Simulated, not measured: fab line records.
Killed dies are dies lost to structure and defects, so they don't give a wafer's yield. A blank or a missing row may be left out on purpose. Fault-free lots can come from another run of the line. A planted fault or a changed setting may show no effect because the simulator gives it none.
Which tool is to blame?	flow sky130	24 lots, 72 wafers sampled, at 6 steps of a route of 708

WHAT THE GAUGES READ, wafer by wafer
The record lacks any reading of a measuring or inspecting step that a usual standard deviation could be used to judge.

TOOL THAT RAN EACH LOT (tool first, then ch and the chambers of the sampled wafers, then the start)
lot	SKY_METAL1_SPUTTER_01	SKY_METAL1_METAL_ETCH_19	SKY_METAL2_SPUTTER_03	SKY_METAL2_DESCUM_17	SKY_CAPM_STRIP_14	SKY_METAL4_SPUTTER_03
L074	pvd_sputter-03, day 31 17:43	rie_metal-03 ch 0,1, day 33 04:40	pvd_sputter-01, day 34 10:19	rie_metal-02 ch 0,1, day 35 13:52	plasma_asher-01 ch 0,1, day 37 20:47	pvd_sputter-02, day 40 01:38
L075	pvd_sputter-04, day 32 02:21	rie_metal-02 ch 0,1, day 33 05:34	pvd_sputter-03, day 34 11:51	rie_metal-01 ch 0,1, day 35 15:07	plasma_asher-01 ch 0,1, day 37 21:55	pvd_sputter-02, day 40 03:28
L076	pvd_sputter-04, day 32 10:13	rie_metal-04 ch 0,1, day 33 12:52	pvd_sputter-03, day 34 18:04	rie_metal-01 ch 0,1, day 35 21:10	plasma_asher-02 ch 0,1, day 38 03:50	pvd_sputter-01, day 40 08:55
L077	pvd_sputter-03, day 32 22:07	rie_metal-04 ch 0,1, day 34 00:13	pvd_sputter-01, day 35 05:05	rie_metal-01 ch 0,1, day 36 07:42	plasma_asher-02 ch 0,1, day 38 14:17	pvd_sputter-02, day 40 20:02
L078	pvd_sputter-04, day 33 08:48	rie_metal-03 ch 0,1, day 34 11:49	pvd_sputter-03, day 35 17:20	rie_metal-01 ch 0,1, day 36 18:58	plasma_asher-01 ch 0,1, day 39 01:11	pvd_sputter-02, day 41 06:01
L079	pvd_sputter-02, day 33 12:17	rie_metal-04 ch 0,1, day 34 15:34	pvd_sputter-03, day 35 20:56	rie_metal-01 ch 1, day 36 23:57	plasma_asher-02 ch 0, day 39 06:04	pvd_sputter-01, day 41 10:37
L080	pvd_sputter-02, day 33 13:01	rie_metal-02 ch 1, day 34 16:25	pvd_sputter-04, day 35 21:23	rie_metal-02 ch 0, day 37 00:18	plasma_asher-01 ch 0,1, day 39 06:22	pvd_sputter-02, day 41 11:26
L081	pvd_sputter-04, day 33 23:25	rie_metal-04 ch 0,1, day 35 01:49	pvd_sputter-04, day 36 07:28	rie_metal-02 ch 0,1, day 37 10:03	plasma_asher-01 ch 0,1, day 39 16:19	pvd_sputter-01, day 41 21:50
L082	pvd_sputter-04, day 34 10:10	rie_metal-03 ch 0,1, day 35 13:38	pvd_sputter-04, day 36 17:48	rie_metal-02 ch 0,1, day 37 20:01	plasma_asher-01 ch 0,1, day 39 23:37	pvd_sputter-01, day 42 03:32
L083	pvd_sputter-04, day 34 15:58	rie_metal-04 ch 0,1, day 35 18:52	pvd_sputter-04, day 36 23:58	rie_metal-03 ch 0, day 38 02:29	plasma_asher-01 ch 0,1, day 40 08:11	pvd_sputter-02, day 42 13:20
L084	pvd_sputter-04, day 34 22:23	rie_metal-02 ch 0,1, day 36 01:24	pvd_sputter-01, day 37 06:36	rie_metal-02 ch 0,1, day 38 08:41	plasma_asher-02 ch 0,1, day 40 13:28	pvd_sputter-02, day 42 18:24
L085	pvd_sputter-04, day 35 04:26	rie_metal-03 ch 1, day 36 06:37	pvd_sputter-01, day 37 11:10	rie_metal-03 ch 0,1, day 38 13:31	plasma_asher-01 ch 0,1, day 40 18:43	pvd_sputter-02, day 42 22:51
L086	pvd_sputter-04, day 35 10:05	rie_metal-02 ch 0,1, day 36 12:31	pvd_sputter-03, day 37 17:48	rie_metal-03 ch 0,1, day 38 19:37	plasma_asher-04 ch 0,1, day 41 00:25	pvd_sputter-01, day 43 04:49
L089	pvd_sputter-02, day 37 04:21	rie_metal-03 ch 0, day 38 06:08	pvd_sputter-01, day 39 10:10	rie_metal-03 ch 0,1, day 40 11:10	plasma_asher-04 ch 0,1, day 42 14:40	pvd_sputter-03, day 44 17:03
L087	pvd_sputter-04, day 37 05:43	rie_metal-02 ch 0,1, day 38 07:58	pvd_sputter-03, day 39 12:12	rie_metal-02 ch 0, day 40 12:57	plasma_asher-02 ch 0,1, day 42 17:20	pvd_sputter-03, day 44 20:05
L088	pvd_sputter-03, day 37 06:10	rie_metal-02 ch 0,1, day 38 08:19	pvd_sputter-04, day 39 12:26	rie_metal-03 ch 0,1, day 40 13:19	plasma_asher-02 ch 0,1, day 42 17:55	pvd_sputter-03, day 44 20:41
L090	pvd_sputter-04, day 37 06:25	rie_metal-04 ch 0,1, day 38 08:22	pvd_sputter-01, day 39 13:10	rie_metal-01 ch 0,1, day 40 13:40	plasma_asher-01 ch 0,1, day 42 18:13	pvd_sputter-01, day 44 20:58
L091	pvd_sputter-03, day 37 06:55	rie_metal-02 ch 0,1, day 38 09:25	pvd_sputter-04, day 39 13:28	rie_metal-03 ch 0,1, day 40 14:37	plasma_asher-02 ch 0,1, day 42 19:29	pvd_sputter-01, day 44 22:19
L092	pvd_sputter-03, day 37 09:39	rie_metal-02 ch 0,1, day 38 11:47	pvd_sputter-01, day 39 15:54	rie_metal-02 ch 0,1, day 40 16:35	plasma_asher-04 ch 0,1, day 42 20:43	pvd_sputter-03, day 44 22:55
L093	pvd_sputter-02, day 37 14:33	rie_metal-04 ch 0,1, day 38 16:25	pvd_sputter-03, day 39 20:11	rie_metal-01 ch 0,1, day 40 20:46	plasma_asher-01 ch 0,1, day 42 23:40	pvd_sputter-03, day 45 00:21
L094	pvd_sputter-04, day 37 20:17	rie_metal-04 ch 0,1, day 38 21:32	pvd_sputter-04, day 40 00:24	rie_metal-02 ch 0,1, day 41 00:50	plasma_asher-04 ch 0,1, day 43 04:16	pvd_sputter-01, day 45 04:12
L095	pvd_sputter-02, day 38 10:34	rie_metal-03 ch 1, day 39 12:07	pvd_sputter-01, day 40 15:47	rie_metal-02 ch 0, day 41 17:04	plasma_asher-02 ch 0,1, day 43 20:52	pvd_sputter-01, day 45 22:22
L096	pvd_sputter-02, day 38 17:11	rie_metal-02 ch 0,1, day 39 18:35	pvd_sputter-04, day 40 22:20	rie_metal-03 ch 0,1, day 41 23:26	plasma_asher-01 ch 0,1, day 44 00:55	pvd_sputter-03, day 46 01:08
L097	pvd_sputter-02, day 39 01:57	rie_metal-02 ch 0,1, day 40 03:22	pvd_sputter-01, day 41 06:52	rie_metal-01 ch 0,1, day 42 07:01	plasma_asher-04 ch 0,1, day 44 08:31	pvd_sputter-01, day 46 07:52
- SKY_METAL1_SPUTTER_01: material TiN, target thk 20 nm, time 16.7 s.
- SKY_METAL1_METAL_ETCH_19: etches the open film in Cl2/BCl3, stops on SiO2, target depth 360 nm, time 78 s.
- SKY_METAL2_SPUTTER_03: material Ti, target thk 5 nm, time 3.3 s.
- SKY_METAL2_DESCUM_17: chemistry O2, time 8 s.
- SKY_CAPM_STRIP_14: strips in O2/N2.
- SKY_METAL4_SPUTTER_03: material Ti, target thk 5 nm, time 3.3 s.

AS READ BY THE TOOLS THEMSELVES (means over the sampled wafers that have a number; for cases with no such wafer, the mark the record gives instead)
SKY_METAL1_SPUTTER_01. Usual: cathode_dc_power_W 6499.9 W, standard deviation 1.1; throttle_valve_pct 29.6 %, standard deviation 0.66.
lot	tool	cathode_dc_power_W (W)	throttle_valve_pct (%)	flag
L074	pvd_sputter-03	6500.5	29.1	
L075	pvd_sputter-04	6500.1	29.6	
L076	pvd_sputter-04	6501.5	29.5	
L077	pvd_sputter-03	6500.5	29.1	
L078	pvd_sputter-04	6500.1	29.9	
L079	pvd_sputter-02	6500.9	29.7	
L080	pvd_sputter-02	6499.2	30.5	
L081	pvd_sputter-04	6500.6	29.5	
L082	pvd_sputter-04	6500.8	29.3	
L083	pvd_sputter-04	6499.9	29.3	
L084	pvd_sputter-04	6499.4	29.1	
L085	pvd_sputter-04	6499.4	29.4	
L086	pvd_sputter-04	6498.8	29.4	
L089	pvd_sputter-02	6500.6	30.6	
L087	pvd_sputter-04	6499.3	29.5	
L088	pvd_sputter-03	6499.9	28.9	
L090	pvd_sputter-04	6500.3	29.5	
L091	pvd_sputter-03	6500.3	29.2	
L092	pvd_sputter-03	6500.3	29.3	
L093	pvd_sputter-02	6500.0	29.8	
L094	pvd_sputter-04	6500.3	29.1	
L095	pvd_sputter-02	6499.1	30.8	
L096	pvd_sputter-02	6499.6	30.0	
L097	pvd_sputter-02	6499.6	30.5	

SKY_METAL1_METAL_ETCH_19. Usual: bcl3_flow_sccm 30.00 sccm, standard deviation 0.086; drypump_motor_current_A 5.55 A, standard deviation 0.17; oes_product_au 0.854 a.u., standard deviation 0.0064; throttle_valve_pct 22.265 %, standard deviation 0.0091.
lot	tool	bcl3_flow_sccm (sccm)	drypump_motor_current_A (A)	oes_product_au (a.u.)	throttle_valve_pct (%)	flag
L074	rie_metal-03	30.02	5.71	0.857	22.258	
L075	rie_metal-02	30.03	5.67	0.860	22.262	
L076	rie_metal-04	29.97	5.31	0.856	22.254	
L077	rie_metal-04	30.10	5.32	0.861	22.257	
L078	rie_metal-03	30.09	5.72	0.856	22.263	
L079	rie_metal-04	29.96	5.34	0.855	22.269	
L080	rie_metal-02	29.98	5.64	0.850	22.268	
L081	rie_metal-04	30.05	5.31	0.853	22.270	
L082	rie_metal-03	30.00	5.72	0.852	22.265	
L083	rie_metal-04	29.97	5.34	0.851	22.265	
L084	rie_metal-02	30.02	5.67	0.854	22.263	
L085	rie_metal-03	30.04	5.76	0.849	22.258	
L086	rie_metal-02	29.88	5.65	0.856	22.260	
L089	rie_metal-03	29.95	5.57	0.853	22.257	
L087	rie_metal-02	29.99	5.64	0.853	22.266	
L088	rie_metal-02	30.05	5.66	0.846	22.262	
L090	rie_metal-04	30.00	5.34	0.854	22.258	
L091	rie_metal-02	30.06	5.66	0.854	22.259	
L092	rie_metal-02	29.90	5.65	0.858	22.268	
L093	rie_metal-04	29.96	5.34	0.854	22.266	
L094	rie_metal-04	30.07	5.32	0.859	22.275	
L095	rie_metal-03	30.01	5.78	0.859	22.271	
L096	rie_metal-02	29.95	5.63	0.854	22.276	
L097	rie_metal-02	29.99	5.63	0.854	22.269	

SKY_METAL2_SPUTTER_03. Usual: cathode_dc_power_W 3000.0 W, standard deviation 0.54; throttle_valve_pct 29.4 %, standard deviation 0.65.
lot	tool	cathode_dc_power_W (W)	throttle_valve_pct (%)	flag
L074	pvd_sputter-01	3000.5	29.1	
L075	pvd_sputter-03	2999.7	29.1	
L076	pvd_sputter-03	2999.7	29.2	
L077	pvd_sputter-01	3000.0	29.3	
L078	pvd_sputter-03	2999.8	29.1	
L079	pvd_sputter-03	3000.2	29.6	
L080	pvd_sputter-04	2999.7	29.1	
L081	pvd_sputter-04	2999.8	29.2	
L082	pvd_sputter-04	3000.6	29.2	
L083	pvd_sputter-04	2999.7	28.9	
L084	pvd_sputter-01	3000.7	28.8	
L085	pvd_sputter-01	2999.7	29.4	
L086	pvd_sputter-03	3000.1	28.7	
L089	pvd_sputter-01	2999.8	30.0	
L087	pvd_sputter-03	2999.8	29.0	
L088	pvd_sputter-04	2999.6	29.5	
L090	pvd_sputter-01	2999.5	30.3	
L091	pvd_sputter-04	3000.1	29.3	
L092	pvd_sputter-01	2999.9	29.1	
L093	pvd_sputter-03	3000.2	29.1	
L094	pvd_sputter-04	2999.8	30.1	
L095	pvd_sputter-01	3000.3	29.7	
L096	pvd_sputter-04	2999.5	29.5	
L097	pvd_sputter-01	2999.9	29.3	

SKY_METAL2_DESCUM_17. Usual: drypump_motor_current_A 5.5 A, standard deviation 0.3; oes_product_au 0.998 a.u., standard deviation 0.0096.
lot	tool	drypump_motor_current_A (A)	oes_product_au (a.u.)	flag
L074	rie_metal-02	5.6	0.997	
L075	rie_metal-01	5.3	1.000	
L076	rie_metal-01	5.3	1.001	
L077	rie_metal-01	5.1	0.997	
L078	rie_metal-01	5.3	1.000	
L079	rie_metal-01	4.8	0.993	
L080	rie_metal-02	5.7	0.985	
L081	rie_metal-02	5.6	0.991	
L082	rie_metal-02	5.6	0.992	
L083	rie_metal-03	5.6	1.008	
L084	rie_metal-02	5.7	0.997	
L085	rie_metal-03	5.7	1.007	
L086	rie_metal-03	5.6	1.005	
L089	rie_metal-03	5.7	0.995	
L087	rie_metal-02	5.6	0.985	
L088	rie_metal-03	5.7	1.005	
L090	rie_metal-01	5.1	0.998	
L091	rie_metal-03	5.6	1.004	
L092	rie_metal-02	5.7	0.986	
L093	rie_metal-01	5.3	1.008	
L094	rie_metal-02	5.7	0.993	
L095	rie_metal-02	5.7	0.998	
L096	rie_metal-03	5.7	1.004	
L097	rie_metal-01	5.1	1.001	

SKY_CAPM_STRIP_14. Usual: drypump_motor_current_A 5.8 A, standard deviation 0.53; oes_product_au 0.710 a.u., standard deviation 0.0046; strip_time_to_endpoint_s 12.67 s, standard deviation 0.045.
lot	tool	drypump_motor_current_A (A)	oes_product_au (a.u.)	strip_time_to_endpoint_s (s)	flag
L074	plasma_asher-01	5.4	0.705	12.63	
L075	plasma_asher-01	5.4	0.707	12.71	
L076	plasma_asher-02	6.5	0.709	12.67	
L077	plasma_asher-02	6.5	0.715	12.67	
L078	plasma_asher-01	5.4	0.709	12.69	
L079	plasma_asher-02	6.8	0.706	12.71	
L080	plasma_asher-01	5.4	0.706	12.63	
L081	plasma_asher-01	5.7	0.714	12.65	
L082	plasma_asher-01	5.4	0.715	12.66	
L083	plasma_asher-01	5.7	0.706	12.66	
L084	plasma_asher-02	6.5	0.710	12.68	
L085	plasma_asher-01	5.7	0.709	12.69	
L086	plasma_asher-04	5.8	0.710	12.61	
L089	plasma_asher-04	5.8	0.707	12.70	
L087	plasma_asher-02	6.1	0.713	12.64	
L088	plasma_asher-02	6.4	0.713	12.65	
L090	plasma_asher-01	5.4	0.712	12.65	
L091	plasma_asher-02	6.1	0.710	12.65	
L092	plasma_asher-04	5.6	0.707	12.69	
L093	plasma_asher-01	5.7	0.710	12.69	
L094	plasma_asher-04	5.6	0.707	12.62	
L095	plasma_asher-02	6.1	0.712	12.68	
L096	plasma_asher-01	5.4	0.705	12.71	
L097	plasma_asher-04	5.6	0.709	12.58	

SKY_METAL4_SPUTTER_03. Usual: cathode_dc_power_W 3000.0 W, standard deviation 0.53; throttle_valve_pct 29.7 %, standard deviation 0.81.
lot	tool	cathode_dc_power_W (W)	throttle_valve_pct (%)	flag
L074	pvd_sputter-02	2999.6	30.7	
L075	pvd_sputter-02	3000.1	30.8	
L076	pvd_sputter-01	3000.2	29.3	
L077	pvd_sputter-02	3000.6	30.3	
L078	pvd_sputter-02	2999.6	29.8	
L079	pvd_sputter-01	3000.1	29.3	
L080	pvd_sputter-02	3000.1	30.7	
L081	pvd_sputter-01	3000.4	29.4	
L082	pvd_sputter-01	3000.2	29.7	
L083	pvd_sputter-02	2999.9	30.5	
L084	pvd_sputter-02	2999.7	30.0	
L085	pvd_sputter-02	2999.5	30.4	
L086	pvd_sputter-01	2999.9	29.8	
L089	pvd_sputter-03	2999.9	29.1	
L087	pvd_sputter-03	3000.4	28.9	
L088	pvd_sputter-03	2999.7	29.1	
L090	pvd_sputter-01	2999.8	29.6	
L091	pvd_sputter-01	2999.6	29.2	
L092	pvd_sputter-03	3000.6	28.9	
L093	pvd_sputter-03	3000.4	29.4	
L094	pvd_sputter-01	2999.6	29.2	
L095	pvd_sputter-01	3000.2	29.8	
L096	pvd_sputter-03	2999.9	29.1	
L097	pvd_sputter-01	2999.6	30.4	

THE ANSWER, worked out from the rows above alone
Rule: a lot counts as off when the mean over its wafers that have a number is more than 3 standard deviations away from the usual mean. Also off: a lot with no number at a reading for which 4 or more lots have one. Where the step has rows for the other lots, those lots are counted as sound. First the gauges in route order, then the tools' own readings, where a lot's mean is used as printed above. At the first step where some lot is off, the reading lying furthest off is the one used; lots without a number count as furthest.
No lot is off on any of the readings shown, so nothing can be concluded from this.

WHAT THE SIMULATOR PUT IN
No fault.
